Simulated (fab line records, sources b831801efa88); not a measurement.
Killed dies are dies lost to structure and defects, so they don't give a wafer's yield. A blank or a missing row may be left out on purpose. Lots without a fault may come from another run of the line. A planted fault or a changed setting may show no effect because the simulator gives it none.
Which tool did it? | flow sky130 | 24 lots, 72 wafers sampled, at 3 steps of a route of 708

WHAT THE GAUGES READ, wafer by wafer
SKY_LOCAL_INTERCONNECT_OVL_MEAS_12.
lot  | measured     | on         | LOCAL_INTERCONNECT_OVL (nm)
L074 | day 30 13:27 | overlay-02 | -8 -4 -6
L075 | day 30 19:52 | overlay-02 | 3 -1 2
L076 | day 31 03:34 | overlay-02 | -11 -3 -2
L077 | day 31 08:33 | overlay-01 | -12 -9 -8
L078 | day 31 20:52 | overlay-01 | 7 2 2
L079 | day 32 02:12 | overlay-02 | 0 -6 1
L080 | day 32 11:19 | overlay-01 | -8 -9 -4
L081 | day 32 23:14 | overlay-02 | -5 -4 0
L082 | day 33 07:12 | overlay-01 | 6 1 9
L083 | day 33 18:32 | overlay-01 | -3 0 -2
L084 | day 33 19:16 | overlay-02 | -6 -6 -5
L085 | day 34 04:34 | overlay-02 | -8 -4 -12
L086 | day 34 08:38 | overlay-01 | -7 -1 -1
L087 | day 34 13:10 | overlay-01 | 0 -3 -4
L088 | day 35 07:34 | overlay-02 | -10 -10 -10
L089 | day 35 18:37 | overlay-01 | -7 -6 -3
L090 | day 35 19:23 | overlay-01 | -3 -2 -7
L091 | day 36 02:25 | overlay-01 | 4 -1 2
L092 | day 36 10:16 | overlay-02 | -3 -1 1
L093 | day 36 13:17 | overlay-01 | -1 -8 -7
L094 | day 37 00:00 | overlay-02 | -1 0 -4
L095 | day 37 01:55 | overlay-02 | -4 -4 -5
L096 | day 37 07:59 | overlay-02 | -8 -4 -14
L097 | day 37 10:23 | overlay-01 | -5 -13 -8

SKY_CONTACT_THK_MEAS_01.
lot  | measured     | on            | CONTACT_CVD_00_THK (nm)
L074 | day 30 14:25 | film_metro-03 | 74.7 75.3 75.3
L075 | day 30 20:41 | film_metro-04 | 74.9 75.0 74.4
L076 | day 31 04:20 | film_metro-03 | 74.0 74.7 75.2
L077 | day 31 09:20 | film_metro-01 | 74.2 73.9 76.1
L078 | day 31 21:39 | film_metro-03 | 75.1 75.3 76.5
L079 | day 32 03:01 | film_metro-01 | 73.8 74.9 76.2
L080 | day 32 12:05 | film_metro-04 | 75.7 75.8 76.2
L081 | day 33 00:01 | film_metro-03 | 74.3 74.7 75.3
L082 | day 33 07:59 | film_metro-01 | 74.9 74.2 76.0
L083 | day 33 19:20 | film_metro-04 | 74.2 75.7 76.3
L084 | day 33 20:06 | film_metro-04 | 75.1 75.6 75.1
L085 | day 34 05:21 | film_metro-03 | 75.4 74.1 75.6
L086 | day 34 09:25 | film_metro-01 | 74.1 75.8 74.9
L087 | day 34 13:57 | film_metro-01 | 75.5 75.3 75.6
L088 | day 35 08:21 | film_metro-03 | 72.8 74.2 73.1
L089 | day 35 19:24 | film_metro-04 | 73.9 74.2 75.1
L090 | day 35 20:11 | film_metro-01 | 73.1 74.4 74.8
L091 | day 36 03:14 | film_metro-01 | 75.3 74.4 76.7
L092 | day 36 11:04 | film_metro-01 | 74.8 74.7 73.2
L093 | day 36 14:06 | film_metro-03 | 74.6 74.1 74.6
L094 | day 37 00:54 | film_metro-01 | 73.6 73.7 75.4
L095 | day 37 02:49 | film_metro-04 | 74.0 75.9 74.5
L096 | day 37 08:46 | film_metro-04 | 74.8 74.1 75.7
L097 | day 37 11:11 | film_metro-04 | 74.5 74.2 74.5

SKY_METAL1_THK_MEAS_06: measures by xrf.
lot  | measured     | on            | METAL1_ALCU_THK (nm)
L074 | day 31 20:13 | film_metro-01 | 250 249 249
L075 | day 32 02:50 | film_metro-03 | 253 252 255
L076 | day 32 10:03 | film_metro-02 | 244 244 245
L077 | day 32 14:56 | film_metro-02 | 247 246 251
L078 | day 33 02:45 | film_metro-03 | 250 254 256
L079 | day 33 08:32 | film_metro-02 | 253 247 252
L080 | day 33 16:53 | film_metro-01 | 252 256 247
L081 | day 34 04:37 | film_metro-03 | 247 248 251
L082 | day 34 13:05 | film_metro-02 | 251 254 251
L083 | day 35 00:40 | film_metro-01 | 247 245 248
L084 | day 35 01:39 | film_metro-03 | 252 256 253
L085 | day 35 09:47 | film_metro-01 | 250 250 251
L086 | day 35 13:31 | film_metro-01 | 253 250 250
L087 | day 35 18:57 | film_metro-02 | 251 248 250
L088 | day 36 12:31 | film_metro-03 | 253 252 252
L089 | day 36 23:46 | film_metro-02 | 247 244 247
L090 | day 37 00:28 | film_metro-03 | 248 252 249
L091 | day 37 08:19 | film_metro-03 | 248 250 255
L092 | day 37 15:13 | film_metro-03 | 248 247 251
L093 | day 37 18:24 | film_metro-02 | 240 244 241
L094 | day 38 04:38 | film_metro-02 | 246 241 247
L095 | day 38 05:48 | film_metro-01 | 254 250 254
L096 | day 38 13:06 | film_metro-03 | 248 248 246
L097 | day 38 15:16 | film_metro-01 | 245 247 246

WHICH TOOL RAN EACH LOT (tool, then ch and the chambers of the sampled wafers, then the start)
The record holds no process step before these readings.

WHAT THE TOOLS THEMSELVES READ (means of the sampled wafers that have a number; where no wafer has one, the mark that the record gives instead)
The record holds no such reading with a usual standard deviation.

THE ANSWER, worked out from the rows above alone
Rule: what is usual is taken from the lots themselves. Put in order of their means at a reading, lots are off if they are a third of the lots or fewer, leave a main group of 4 or more, and stand apart from it by a gap of 3 or more times the standard deviation of the main group's means; of several such gaps the widest counts. A main group whose means are all the same, to the digits that the tables above print for the reading, isn't used. A lot without any number at a reading at which 4 lots or more have one is off too. The other lots that the step has rows for count as sound. The gauges are gone through in route order, then the tools' own readings, and for those a lot's mean is taken as printed above. The first step at which some lot is off is used, and at that step the reading that is off furthest; a lot without a number counts as furthest.
No lot is off at any reading shown: from this, nothing can be told.

WHAT THE SIMULATOR HAD PUT IN
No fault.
